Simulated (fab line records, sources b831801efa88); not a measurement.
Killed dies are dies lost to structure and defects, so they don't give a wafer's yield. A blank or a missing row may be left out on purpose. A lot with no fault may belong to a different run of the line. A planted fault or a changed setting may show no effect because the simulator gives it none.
A single fault, viewed from 2 desks ; flow gf180mcu ; each desk holds nothing but its own numbers, with what lay behind them at the end

THE METROLOGY DESK
Means of the sampled wafers that have a number, per lot and without regard to the tool the lot ran on: this is what the gauges read. Any lot whose mean is over 4 standard deviations away from the usual mean is out of limits and marked OUT; that distance is given in the brackets.
Columns: A = M4_ALCU_RS at GF_M4_RS_MEAS_05, usual 0.0702 ohm/sq; B = cd nm at GF_V4_CD_MEAS_14, usual 259.9 nm
lot;first seen here;A;B
L808;day 22 10:27;0.0683;261.4
L810;day 23 15:44;0.0699;258.3
L811;day 23 20:13;0.0714;258.6
L817;day 25 10:44;0.0698;263.6
L818;day 25 15:06;0.0700;264.0
L822;day 27 02:58;0.0696;260.8
L824;day 27 16:44;0.0710;259.3
L827;day 28 19:57;0.0687;260.8
L828;day 29 00:19;0.0716;262.1
L829;day 29 10:15;0.0706;260.0
L830;day 29 11:13;0.0693;259.5
L831;day 29 17:07;0.0693;259.0
This desk's finding: nothing out of limits on any of the 12 lots.

AT THE TOOL OWNER'S DESK: litho track-01
The tool's own readings at GF_V4_PEB_12 (peb time 90 s): means of the sampled wafers that have a number, for each lot that ran on this tool. Any lot whose mean is over 4 standard deviations away from the usual mean is out of limits and marked OUT; that distance is given in the brackets.
Columns: A = resist line temp C at GF_V4_PEB_12, usual 22.99 C
lot;first seen here;A
L817;day 27 06:41;22.98
L818;day 27 10:04;23.05
L830;day 31 00:50;22.89
This desk's finding: nothing out of limits on any of the 3 lots.

BROUGHT TOGETHER
Nothing out of limits was seen by the metrology desk.
The desk of the tool owner found nothing out of limits.

WHAT THE SIMULATOR HAD INSERTED
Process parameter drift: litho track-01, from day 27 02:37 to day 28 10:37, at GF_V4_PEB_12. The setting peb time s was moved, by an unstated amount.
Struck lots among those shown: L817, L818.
